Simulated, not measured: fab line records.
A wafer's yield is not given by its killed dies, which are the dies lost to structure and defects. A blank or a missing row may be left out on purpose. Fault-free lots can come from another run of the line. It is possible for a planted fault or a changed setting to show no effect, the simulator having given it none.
2 desks, one fault / flow gf180mcu / each desk holds nothing but its own numbers, with what lay behind them at the end

== TOOL OWNER'S DESK, implanter-01 ==
The tool's own readings at GF_HV_LDD_IMPLANT_21, given as means over the sampled wafers that have a number, one for each lot that went through this tool. If a lot's mean is further than 4 standard deviations from the usual mean, the lot is out of limits and carries the mark OUT (the distance appears in the brackets).
Columns: A = beam_on_s at GF_HV_LDD_IMPLANT_21, usual 10.02 s; B = end_station_pressure_torr at GF_HV_LDD_IMPLANT_21, usual 5.24e-06 Torr; C = faraday_current_uA at GF_HV_LDD_IMPLANT_21, usual 282
lot=L875; first seen here=day 10 17:40; A=10.19; B=5.24e-06; C=277
lot=L878; first seen here=day 11 15:23; A=10.01; B=5.03e-06; C=281
lot=L879; first seen here=day 11 21:31; A=10.75; B=3.73e-05 (+99 or more) OUT; C=258 (-4.5) OUT
lot=L880; first seen here=day 12 06:02; A=10.36; B=3.66e-05 (+99 or more) OUT; C=268
lot=L889; first seen here=day 15 03:53; A=10.02; B=5.24e-06; C=282
lot=L891; first seen here=day 15 20:20; A=10.04; B=4.93e-06; C=282
lot=L892; first seen here=day 16 04:43; A=10.12; B=5.17e-06; C=278
lot=L893; first seen here=day 16 11:43; A=10.16; B=5.05e-06; C=278
lot=L895; first seen here=day 17 02:10; A=10.18; B=5.24e-06; C=277
Finding of this desk: L879, L880 out of limits; the first was L879 at day 11 21:31, on end_station_pressure_torr at GF_HV_LDD_IMPLANT_21. L875, L878, L889, L891, L892, L893, L895: within limits.

== FROM THE METROLOGY DESK ==
What the gauges read, lot by lot, whatever tool the lot ran on: means of the sampled wafers that have a number. If a lot's mean is further than 4 standard deviations from the usual mean, the lot is out of limits and carries the mark OUT (the distance appears in the brackets).
Columns: A = MVSD_OVL at GF_MVSD_OVL_MEAS_07, usual 0.2 nm; B = MVPSD_OVL at GF_MVPSD_OVL_MEAS_07, usual 1.0 nm; C = VT_IMPLANT_OVL at GF_VT_IMPLANT_OVL_MEAS_07, usual -0.2 nm
lot=L875; first seen here=day 4 07:55; A=-0.4; B=1.7; C=-1.6
lot=L876; first seen here=day 4 16:29; A=0.7; B=1.2; C=2.1
lot=L878; first seen here=day 5 03:31; A=2.7; B=3.9; C=2.3
lot=L879; first seen here=day 5 06:46; A=-0.3; B=1.4; C=-2.3
lot=L880; first seen here=day 5 14:43; A=0.2; B=-1.0; C=0.4
lot=L886; first seen here=day 7 00:28; A=-0.5; B=0.5; C=0.1
lot=L889; first seen here=day 7 18:07; A=2.2; B=-1.3; C=-0.0
lot=L890; first seen here=day 8 03:44; A=-0.7; B=2.4; C=-1.4
lot=L891; first seen here=day 8 06:40; A=-0.6; B=1.1; C=-3.1
lot=L892; first seen here=day 8 13:55; A=0.7; B=1.2; C=1.4
lot=L893; first seen here=day 8 20:52; A=0.6; B=-0.2; C=1.1
lot=L894; first seen here=day 9 01:06; A=1.2; B=1.0; C=-1.0
lot=L895; first seen here=day 9 06:55; A=0.7; B=-0.9; C=-2.0
lot=L898; first seen here=day 10 03:20; A=0.3; B=0.3; C=-1.5
This desk's verdict: no lot among the 14 shows anything out of limits.

== PUT TOGETHER ==
An alarm could have come from the tool owner's desk at day 11 21:31, on L879, L880.
The metrology desk saw nothing out of limits.
The metrology desk holds a record of L879, L880, inside its limits.
Every lot named ran GF_HV_LDD_IMPLANT_21 on implanter-01.

== WHAT THE SIMULATOR HAD INSERTED ==
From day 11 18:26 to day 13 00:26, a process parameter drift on implanter-01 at GF_HV_LDD_IMPLANT_21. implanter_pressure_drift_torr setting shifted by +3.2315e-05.
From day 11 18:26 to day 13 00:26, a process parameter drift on implanter-01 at GF_HV_LDD_IMPLANT_21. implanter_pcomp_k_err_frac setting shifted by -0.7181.
Lots struck among those shown: L879, L880.
Time in hours from fault onset to the first out-of-limits reading at each desk: the tool owner's desk, 3.
